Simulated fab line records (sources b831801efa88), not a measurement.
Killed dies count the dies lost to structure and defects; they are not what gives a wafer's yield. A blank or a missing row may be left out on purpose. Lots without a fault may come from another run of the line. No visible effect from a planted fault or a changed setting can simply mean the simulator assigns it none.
A struck lot beside a sound one || flow gf180mcu || 22 steps out of a route of 602
Sound: these wafers, L787.1, L787.3, L787.5. The struck wafers were L795.1, L795.5, L795.6. The cause is given at the end.
Per side, at each step with rows, come the tool, then ch with its chambers, and then its first start. Under that, the readings that differ: sound wafers || struck wafers || difference of the means || sigmas: that difference in standard deviations of wafers without a fault.
alike: readings with means less than 2 such deviations apart, plus words and numbers identical on both sides. not compared: withheld readings, readings lacking a value on some wafer, bounds such as >300 that could conceal the same value, and numbers that have no deviation in the record and whose values overlap.
Wherever a step has rows on one side only, a row that says differs or no value, or a row with sigmas, the two part there. Numbers that have no deviation but don't overlap get no sigmas and don't part them. A reading missing from all wafers of one side parts the sides only when that side holds two or more wafers.

GF_HV_LDD_CD_MEAS_31: target cd 400 nm.
  struck on cd sem-01, day 15 09:41; sound on cd sem-02, day 11 20:57
{"reading": "cd nm (nm)", "sound": "396.1 397.4 400.0", "struck": "403.7 404.5 403.2", "difference": "+6.0", "sigmas": "+2"}
GF_HV_LDD_OVL_MEAS_32:
  struck on overlay-02, day 15 09:48; sound on overlay-02, day 11 21:04
  alike: HV_LDD_02_OVL
then, 4 steps without rows for these wafers: GF_HV_LDD_IMPLANT_33; GF_HV_LDD_IMPLANT_34; GF_HV_LDD_IMPLANT_35; GF_HV_LDD_IMPLANT_36.
GF_HV_LDD_STRIP_37: strips in O2/N2.
  sound on plasma asher-01 ch 0,1, day 11 21:42; struck on plasma asher-04 ch 0,1, day 15 10:26
  alike: drypump motor current A, heater power w, oes product au, platen temp c, strip time to endpoint s
  not compared: rf hours counter h
GF_HV_LDD_TW_MEAS_38:
  struck on film metro-02, day 15 10:32; sound on film metro-02, day 11 21:48
  alike: HV_LDD_3_TW
then, 4 steps without rows for these wafers: GF_HV_LDD_DEHYDRATE_39 (time 60 s); GF_HV_LDD_HMDS_40 (prime time 60 s); GF_HV_LDD_COAT_41 (resist thk 1000 nm); GF_HV_LDD_SOFTBAKE_42 (time 60 s).
GF_HV_LDD_EXPOSE_43: exposes mask Pplus HV AREA, target cd 400 nm.
  sound on iline stepper-02 ch 0, day 12 07:08; struck on iline stepper-02 ch 0, day 15 21:53
{"reading": "mask", "sound": "Pplus_HV_AREA#0 Pplus_HV_AREA#0 Pplus_HV_AREA#0", "struck": "Nplus_HV_AREA#0 Nplus_HV_AREA#0 Nplus_HV_AREA#0", "difference": "differs", "sigmas": ""}
  alike: focus offset nm
then, 2 steps without rows for these wafers: GF_HV_LDD_PEB_44; GF_HV_LDD_DEVELOP_45 (develop time 60 s).
GF_HV_LDD_CD_MEAS_46: target cd 400 nm.
  struck on cd sem-01, day 16 08:57; sound on cd sem-02, day 12 15:48
{"reading": "cd nm (nm)", "sound": "400.1 401.0 400.8", "struck": "- - -", "difference": "no value on the struck wafers", "sigmas": ""}
GF_HV_LDD_OVL_MEAS_47:
  struck on overlay-01, day 16 09:04; sound on overlay-01, day 12 15:55
{"reading": "HV_LDD_03_OVL (nm)", "sound": "0.1 0.7 0.6", "struck": "- - -", "difference": "no value on the struck wafers", "sigmas": ""}
then, 1 step without rows for these wafers: GF_HV_LDD_IMPLANT_48.
GF_HV_LDD_STRIP_49: strips in O2/N2.
  sound on plasma asher-03 ch 1, day 12 16:07; struck on plasma asher-04 ch 0,1, day 16 09:15
  alike: drypump motor current A, heater power w, oes product au, platen temp c, strip time to endpoint s
  not compared: rf hours counter h
GF_HV_LDD_TW_MEAS_50:
  struck on film metro-04, day 16 09:21; sound on film metro-03, day 12 16:13
{"reading": "HV_LDD_4_TW", "sound": "563 566 567", "struck": "30 30 30", "difference": -535, "sigmas": "-99 or more"}
then, 1 step without rows for these wafers: GF_HV_LDD_CLEAN_51 (cleans in SC1/SC2, time 150 s).
-- the record jumps here: 16 days lie between the struck wafers' starts before and after (it left off in module HV_LDD and takes up again in module PASSIVATION, whose first step shown is number 602 of the route) --
GF_PASSIVATION_PROBE_99:
  rows exist in the record for the struck wafers here (prober-01, day 32 12:04), but not for the sound ones

WHERE THEY PART
Last at GF_PASSIVATION_PROBE_99 as far as this record goes, first at GF_HV_LDD_CD_MEAS_31.

WHY: what had been put in by the simulator
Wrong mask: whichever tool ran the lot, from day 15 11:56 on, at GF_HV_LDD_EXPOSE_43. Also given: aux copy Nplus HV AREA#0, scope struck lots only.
